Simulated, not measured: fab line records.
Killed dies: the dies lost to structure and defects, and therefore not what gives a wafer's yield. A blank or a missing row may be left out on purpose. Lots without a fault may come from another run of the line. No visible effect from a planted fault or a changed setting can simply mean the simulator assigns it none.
Which tool was responsible? :: flow gf180mcu :: 15 lots, 45 wafers sampled, at 5 steps of a route of 602

## WHAT EACH GAUGE READ, for each wafer
GF_M3_THK_MEAS_06: measures by xrf.
lot: L908
measured: day 20 10:21
on: film metro-02
M3_ALCU_THK (nm): 455 464 460

lot: L909
measured: day 20 17:54
on: film metro-01
M3_ALCU_THK (nm): 454 453 448

lot: L910
measured: day 21 02:56
on: film metro-03
M3_ALCU_THK (nm): 450 450 446

lot: L911
measured: day 22 02:30
on: film metro-01
M3_ALCU_THK (nm): 449 446 454

lot: L915
measured: day 23 06:29
on: film metro-02
M3_ALCU_THK (nm): 453 463 459

lot: L916
measured: day 23 10:16
on: film metro-03
M3_ALCU_THK (nm): 451 443 451

lot: L917
measured: day 23 22:49
on: film metro-03
M3_ALCU_THK (nm): 455 451 451

lot: L918
measured: day 24 08:34
on: film metro-03
M3_ALCU_THK (nm): 454 457 457

lot: L919
measured: day 24 16:29
on: film metro-01
M3_ALCU_THK (nm): 453 449 454

lot: L920
measured: day 24 23:22
on: film metro-03
M3_ALCU_THK (nm): 441 447 448

lot: L923
measured: day 25 22:22
on: film metro-01
M3_ALCU_THK (nm): 449 453 455

lot: L927
measured: day 27 03:16
on: film metro-01
M3_ALCU_THK (nm): 507 510 506

lot: L928
measured: day 27 07:31
on: film metro-02
M3_ALCU_THK (nm): 500 502 507

lot: L929
measured: day 27 13:50
on: film metro-02
M3_ALCU_THK (nm): 505 496 496

lot: L930
measured: day 27 19:53
on: film metro-01
M3_ALCU_THK (nm): 451 457 455

GF_M3_CD_MEAS_14 targets a cd of 280 nm.
lot: L908
measured: day 21 10:17
on: cd sem-01
cd nm (nm): 279.0 277.3 278.3

lot: L909
measured: day 21 17:33
on: cd sem-02
cd nm (nm): 277.9 278.3 279.5

lot: L910
measured: day 22 02:11
on: cd sem-02
cd nm (nm): 280.7 281.1 280.8

lot: L911
measured: day 23 01:28
on: cd sem-02
cd nm (nm): 281.1 280.9 280.7

lot: L915
measured: day 24 04:58
on: cd sem-01
cd nm (nm): 280.1 279.5 279.0

lot: L916
measured: day 24 08:58
on: cd sem-01
cd nm (nm): 283.0 281.6 282.1

lot: L917
measured: day 24 20:08
on: cd sem-02
cd nm (nm): 280.0 281.2 279.9

lot: L918
measured: day 25 05:49
on: cd sem-02
cd nm (nm): 278.6 279.5 279.5

lot: L919
measured: day 25 14:05
on: cd sem-01
cd nm (nm): 282.6 281.7 281.2

lot: L920
measured: day 25 20:20
on: cd sem-02
cd nm (nm): 280.3 280.6 279.6

lot: L923
measured: day 26 19:03
on: cd sem-01
cd nm (nm): 277.5 278.4 278.5

lot: L927
measured: day 27 22:09
on: cd sem-01
cd nm (nm): 281.5 280.9 281.9

lot: L928
measured: day 28 03:34
on: cd sem-01
cd nm (nm): 279.6 278.4 279.3

lot: L929
measured: day 28 09:55
on: cd sem-01
cd nm (nm): 278.8 278.3 278.5

lot: L930
measured: day 28 15:24
on: cd sem-02
cd nm (nm): 280.5 280.4 279.4

GF_M3_OVL_MEAS_15.
lot: L908
measured: day 21 10:24
on: overlay-01
M3_OVL (nm): 5 6 4

lot: L909
measured: day 21 17:40
on: overlay-01
M3_OVL (nm): -1 5 7

lot: L910
measured: day 22 02:18
on: overlay-02
M3_OVL (nm): 13 11 5

lot: L911
measured: day 23 01:35
on: overlay-02
M3_OVL (nm): -4 3 1

lot: L915
measured: day 24 05:05
on: overlay-01
M3_OVL (nm): 4 1 0

lot: L916
measured: day 24 09:03
on: overlay-02
M3_OVL (nm): 8 8 9

lot: L917
measured: day 24 20:14
on: overlay-01
M3_OVL (nm): -3 0 -8

lot: L918
measured: day 25 05:55
on: overlay-01
M3_OVL (nm): -1 1 -1

lot: L919
measured: day 25 14:12
on: overlay-01
M3_OVL (nm): 6 7 6

lot: L920
measured: day 25 20:26
on: overlay-02
M3_OVL (nm): 0 1 -2

lot: L923
measured: day 26 19:10
on: overlay-01
M3_OVL (nm): -6 7 2

lot: L927
measured: day 27 22:16
on: overlay-01
M3_OVL (nm): 6 -1 3

lot: L928
measured: day 28 03:41
on: overlay-01
M3_OVL (nm): 6 6 18

lot: L929
measured: day 28 10:01
on: overlay-01
M3_OVL (nm): 4 0 6

lot: L930
measured: day 28 15:31
on: overlay-01
M3_OVL (nm): 1 2 5

## TOOL THAT RAN EACH LOT (tool first, then ch and the chambers of the sampled wafers, then the start)
lot: L908
GF_M2_METAL_ETCH_16: rie metal-03 ch 0,1, day 19 06:04
GF_M3_SPUTTER_04: pvd sputter-02, day 20 10:11

lot: L909
GF_M2_METAL_ETCH_16: rie metal-01 ch 0, day 19 14:33
GF_M3_SPUTTER_04: pvd sputter-03, day 20 17:44

lot: L910
GF_M2_METAL_ETCH_16: rie metal-03 ch 0,1, day 19 22:58
GF_M3_SPUTTER_04: pvd sputter-02, day 21 02:47

lot: L911
GF_M2_METAL_ETCH_16: rie metal-03 ch 0,1, day 21 00:04
GF_M3_SPUTTER_04: pvd sputter-02, day 22 02:20

lot: L915
GF_M2_METAL_ETCH_16: rie metal-01 ch 0,1, day 22 04:26
GF_M3_SPUTTER_04: pvd sputter-04, day 23 06:20

lot: L916
GF_M2_METAL_ETCH_16: rie metal-04 ch 0,1, day 22 07:56
GF_M3_SPUTTER_04: pvd sputter-04, day 23 10:05

lot: L917
GF_M2_METAL_ETCH_16: rie metal-04 ch 0, day 22 20:34
GF_M3_SPUTTER_04: pvd sputter-02, day 23 22:38

lot: L918
GF_M2_METAL_ETCH_16: rie metal-01 ch 0,1, day 23 06:41
GF_M3_SPUTTER_04: pvd sputter-03, day 24 08:23

lot: L919
GF_M2_METAL_ETCH_16: rie metal-04 ch 0,1, day 23 15:02
GF_M3_SPUTTER_04: pvd sputter-02, day 24 16:19

lot: L920
GF_M2_METAL_ETCH_16: rie metal-03 ch 0,1, day 23 22:48
GF_M3_SPUTTER_04: pvd sputter-02, day 24 23:11

lot: L923
GF_M2_METAL_ETCH_16: rie metal-03 ch 1, day 24 21:44
GF_M3_SPUTTER_04: pvd sputter-04, day 25 22:11

lot: L927
GF_M2_METAL_ETCH_16: rie metal-04 ch 0,1, day 26 03:06
GF_M3_SPUTTER_04: pvd sputter-02, day 27 03:07

lot: L928
GF_M2_METAL_ETCH_16: rie metal-01 ch 0,1, day 26 06:43
GF_M3_SPUTTER_04: pvd sputter-04, day 27 07:22

lot: L929
GF_M2_METAL_ETCH_16: rie metal-03 ch 0,1, day 26 14:14
GF_M3_SPUTTER_04: pvd sputter-03, day 27 13:40

lot: L930
GF_M2_METAL_ETCH_16: rie metal-03 ch 0,1, day 26 19:32
GF_M3_SPUTTER_04: pvd sputter-03, day 27 19:44
- GF_M2_METAL_ETCH_16: etches the open film in Cl2/BCl3, stops on SiO2, target depth 627.5 nm, time 104.6 s.
- GF_M3_SPUTTER_04: material TiN, target thk 50 nm, time 41.7 s.

## WHAT THE TOOLS THEMSELVES READ (means of the sampled wafers that have a number; where no wafer has one, the mark that the record gives instead)
GF_M2_METAL_ETCH_16.
lot: L908
tool: rie metal-03
drypump motor current A (A): 5.70
oes product au (a.u.): 0.977
throttle valve pct (%): 28.238

lot: L909
tool: rie metal-01
drypump motor current A (A): 5.53
oes product au (a.u.): 0.966
throttle valve pct (%): 28.257

lot: L910
tool: rie metal-03
drypump motor current A (A): 5.67
oes product au (a.u.): 0.976
throttle valve pct (%): 28.244

lot: L911
tool: rie metal-03
drypump motor current A (A): 5.55
oes product au (a.u.): 0.970
throttle valve pct (%): 28.251

lot: L915
tool: rie metal-01
drypump motor current A (A): 5.58
oes product au (a.u.): 0.975
throttle valve pct (%): 28.236

lot: L916
tool: rie metal-04
drypump motor current A (A): 5.58
oes product au (a.u.): 0.964
throttle valve pct (%): 28.258

lot: L917
tool: rie metal-04
drypump motor current A (A): 5.48
oes product au (a.u.): 0.970
throttle valve pct (%): 28.244

lot: L918
tool: rie metal-01
drypump motor current A (A): 5.59
oes product au (a.u.): 0.974
throttle valve pct (%): 28.255

lot: L919
tool: rie metal-04
drypump motor current A (A): 5.71
oes product au (a.u.): 0.966
throttle valve pct (%): 28.246

lot: L920
tool: rie metal-03
drypump motor current A (A): 5.67
oes product au (a.u.): 0.986
throttle valve pct (%): 28.238

lot: L923
tool: rie metal-03
drypump motor current A (A): 5.41
oes product au (a.u.): 0.967
throttle valve pct (%): 28.252

lot: L927
tool: rie metal-04
drypump motor current A (A): 5.59
oes product au (a.u.): 0.975
throttle valve pct (%): 28.259

lot: L928
tool: rie metal-01
drypump motor current A (A): 5.63
oes product au (a.u.): 0.970
throttle valve pct (%): 28.261

lot: L929
tool: rie metal-03
drypump motor current A (A): 5.70
oes product au (a.u.): 0.971
throttle valve pct (%): 28.247

lot: L930
tool: rie metal-03
drypump motor current A (A): 5.68
oes product au (a.u.): 0.968
throttle valve pct (%): 28.263

GF_M3_SPUTTER_04.
lot: L908
tool: pvd sputter-02
cathode dc power W (W): 6499.5
chamber pressure pa (Pa): 0.4001
throttle valve pct (%): 31.0

lot: L909
tool: pvd sputter-03
cathode dc power W (W): 6499.8
chamber pressure pa (Pa): 0.4007
throttle valve pct (%): 29.9

lot: L910
tool: pvd sputter-02
cathode dc power W (W): 6499.6
chamber pressure pa (Pa): 0.3996
throttle valve pct (%): 31.2

lot: L911
tool: pvd sputter-02
cathode dc power W (W): 6501.2
chamber pressure pa (Pa): 0.3996
throttle valve pct (%): 31.1

lot: L915
tool: pvd sputter-04
cathode dc power W (W): 6500.0
chamber pressure pa (Pa): 0.3997
throttle valve pct (%): 30.2

lot: L916
tool: pvd sputter-04
cathode dc power W (W): 6500.1
chamber pressure pa (Pa): 0.4001
throttle valve pct (%): 29.5

lot: L917
tool: pvd sputter-02
cathode dc power W (W): 6500.9
chamber pressure pa (Pa): 0.3997
throttle valve pct (%): 30.5

lot: L918
tool: pvd sputter-03
cathode dc power W (W): 6499.5
chamber pressure pa (Pa): 0.4002
throttle valve pct (%): 30.4

lot: L919
tool: pvd sputter-02
cathode dc power W (W): 6498.9
chamber pressure pa (Pa): 0.4000
throttle valve pct (%): 31.1

lot: L920
tool: pvd sputter-02
cathode dc power W (W): 6499.4
chamber pressure pa (Pa): 0.4010
throttle valve pct (%): 31.1

lot: L923
tool: pvd sputter-04
cathode dc power W (W): 6499.3
chamber pressure pa (Pa): 0.4001
throttle valve pct (%): 29.2

lot: L927
tool: pvd sputter-02
cathode dc power W (W): -
chamber pressure pa (Pa): -
throttle valve pct (%): -

lot: L928
tool: pvd sputter-04
cathode dc power W (W): -
chamber pressure pa (Pa): -
throttle valve pct (%): -

lot: L929
tool: pvd sputter-03
cathode dc power W (W): -
chamber pressure pa (Pa): -
throttle valve pct (%): -

lot: L930
tool: pvd sputter-03
cathode dc power W (W): 6500.5
chamber pressure pa (Pa): 0.4003
throttle valve pct (%): 29.9

## THE ANSWER, worked out from the rows above alone
Rule: what is usual is taken from the lots themselves. The widest of any qualifying gaps counts: lots, ordered by their means at a reading, are off when they make up no more than a third of the lots, leave a main group of 4 or more, and stand apart from it by 3 or more times the standard deviation of that group's means. A main group whose means are all the same, to the digits that the tables above print for the reading, isn't used. Also off: a lot with no number at a reading for which 4 or more lots have one. Any other lot the step has rows for is counted as sound. Order of review: gauges by route order, followed by the tools' own readings, for which a lot's mean as printed above is used. At the first step where some lot is off, the reading lying furthest off is the one used; lots without a number count as furthest.
Off: L927, L928, L929, seen at GF_M3_THK_MEAS_06 (M3_ALCU_THK). The main group: mean 452 nm, standard deviation 4.
If a tool, at a process step before that reading, ran all the lots that are off and no sound lot after the first of them, it fits. Not tried: the gauges at GF_M3_THK_MEAS_06; whatever is off there is also off at GF_M3_SPUTTER_04, on other tools, and gauge error can't account for it. None of those tried fits.

## WHAT HAD BEEN PUT IN BY THE SIMULATOR
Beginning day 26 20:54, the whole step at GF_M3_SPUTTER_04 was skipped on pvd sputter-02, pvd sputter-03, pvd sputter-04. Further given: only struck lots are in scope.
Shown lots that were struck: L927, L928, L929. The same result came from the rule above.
